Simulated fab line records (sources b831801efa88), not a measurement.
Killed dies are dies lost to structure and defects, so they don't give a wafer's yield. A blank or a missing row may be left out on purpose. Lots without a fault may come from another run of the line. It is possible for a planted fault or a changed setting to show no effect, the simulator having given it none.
Shared-tool check | flow gf180mcu | Lots sampled 14, wafers sampled 41

## REASON IT WAS OPENED
Of 14 lots, 2 have the reading STI_OXIDATION_02_THK flagged at GF_STI_THK_MEAS_30. Wafers without a fault read 9.94 nm, standard deviation 0.18.
Rule: flag the lot when none of its wafers has a number, or when each of its wafers that has one lies beyond 4 standard deviations from that mean. All remaining lots are regarded as sound.

lot  | measured    | on            | STI_OXIDATION_02_THK (nm), wafer by wafer | flag
L276 | day 2 07:05 | film metro-04 | 9.96 10.07                                |
L277 | day 2 12:09 | film metro-02 | 10.13 10.19 10.21                         |
L279 | day 2 21:30 | film metro-03 | 9.66 9.71 9.86                            |
L280 | day 3 04:55 | film metro-02 | 10.01 10.04 9.98                          |
L282 | day 3 13:10 | film metro-04 | 9.86 9.73 9.69                            |
L284 | day 4 00:16 | film metro-03 | 10.02 10.13 10.09                         |
L283 | day 4 00:17 | film metro-04 | 9.85 9.68 9.66                            |
L285 | day 4 09:02 | film metro-02 | 9.95 9.95 9.94                            |
L288 | day 5 00:06 | film metro-03 | 9.99 9.93 10.05                           |
L289 | day 5 05:09 | film metro-02 | 10.40 10.25 10.40                         |
L293 | day 5 21:56 | film metro-02 | 11.21 11.11 11.29                         | FLAGGED
L294 | day 6 03:49 | film metro-02 | 11.32 11.35 11.38                         | FLAGGED
L298 | day 7 02:29 | film metro-03 | 9.67 9.79 9.78                            |
L299 | day 7 05:55 | film metro-03 | 9.90 9.70 9.85                            |
Average over the flagged lots: 11.28 nm; offset from the usual +1.34 nm, equal to +7 standard deviations.

## WHICH TOOL EACH LOT WENT THROUGH
The record keeps 1 process step preceding the reading, out of 602 steps on the route. Cell contents, in order: the tool; ch with the chambers the sampled wafers went through; the start.
lot  | flag    | GF_STI_OXIDATION_29
L276 |         | furnace-01 ch 0, day 2 05:40
L277 |         | furnace-02 ch 0, day 2 10:44
L279 |         | furnace-01 ch 0, day 2 20:07
L280 |         | furnace-01 ch 0, day 3 03:31
L282 |         | furnace-01 ch 0, day 3 11:45
L284 |         | furnace-01 ch 0, day 3 22:52
L283 |         | furnace-01 ch 0, day 3 22:52
L285 |         | furnace-02 ch 0, day 4 07:37
L288 |         | furnace-02 ch 0, day 4 22:41
L289 |         | furnace-01 ch 0, day 5 03:44
L293 | FLAGGED | furnace-01 ch 0, day 5 20:31
L294 | FLAGGED | furnace-01 ch 0, day 6 02:25
L298 |         | furnace-02 ch 0, day 7 01:05
L299 |         | furnace-02 ch 0, day 7 04:31
What is done by these steps:
- GF_STI_OXIDATION_29: stabilise 600 s, purge 300 s, target thk 10 nm.
- GF_STI_THK_MEAS_30

## FLAGGED AGAINST TOTAL, ONE TOOL AT A TIME (gauges that did the reading follow at the end)
step                | tool          | lots run | flagged | share of the flagged lots | sound lots run after its first flagged lot
GF_STI_OXIDATION_29 | furnace-01    | 9        | 2       | all                       | 0
GF_STI_OXIDATION_29 | furnace-02    | 5        | 0       | none                      | -
GF_STI_THK_MEAS_30  | film metro-02 | 6        | 2       | all                       | 0
GF_STI_THK_MEAS_30  | film metro-03 | 5        | 0       | none                      | -
GF_STI_THK_MEAS_30  | film metro-04 | 3        | 0       | none                      | -

## WHAT IS ALLOWED BY THE TABLE
2 rows of the table ran every flagged lot: furnace-01 at GF_STI_OXIDATION_29, film metro-02 at GF_STI_THK_MEAS_30.
- furnace-01 at GF_STI_OXIDATION_29: 2 of its 9 lots flagged. It ran its last sound lot, L289, at day 5 03:44 and its first flagged lot, L293, at day 5 20:31: a fault with its onset between the two fits.
- film metro-02 at GF_STI_THK_MEAS_30: 2 of its 6 lots flagged. It ran its last sound lot, L289, at day 5 05:09 and its first flagged lot, L293, at day 5 21:56: a fault with its onset between the two fits.
These 2 tools cannot be told apart by counting lots, since each of them fits a fault that started at some hour. More lots, or a look at what each step does to the wafer, might.

## WHAT THE SIMULATOR HAD INSERTED
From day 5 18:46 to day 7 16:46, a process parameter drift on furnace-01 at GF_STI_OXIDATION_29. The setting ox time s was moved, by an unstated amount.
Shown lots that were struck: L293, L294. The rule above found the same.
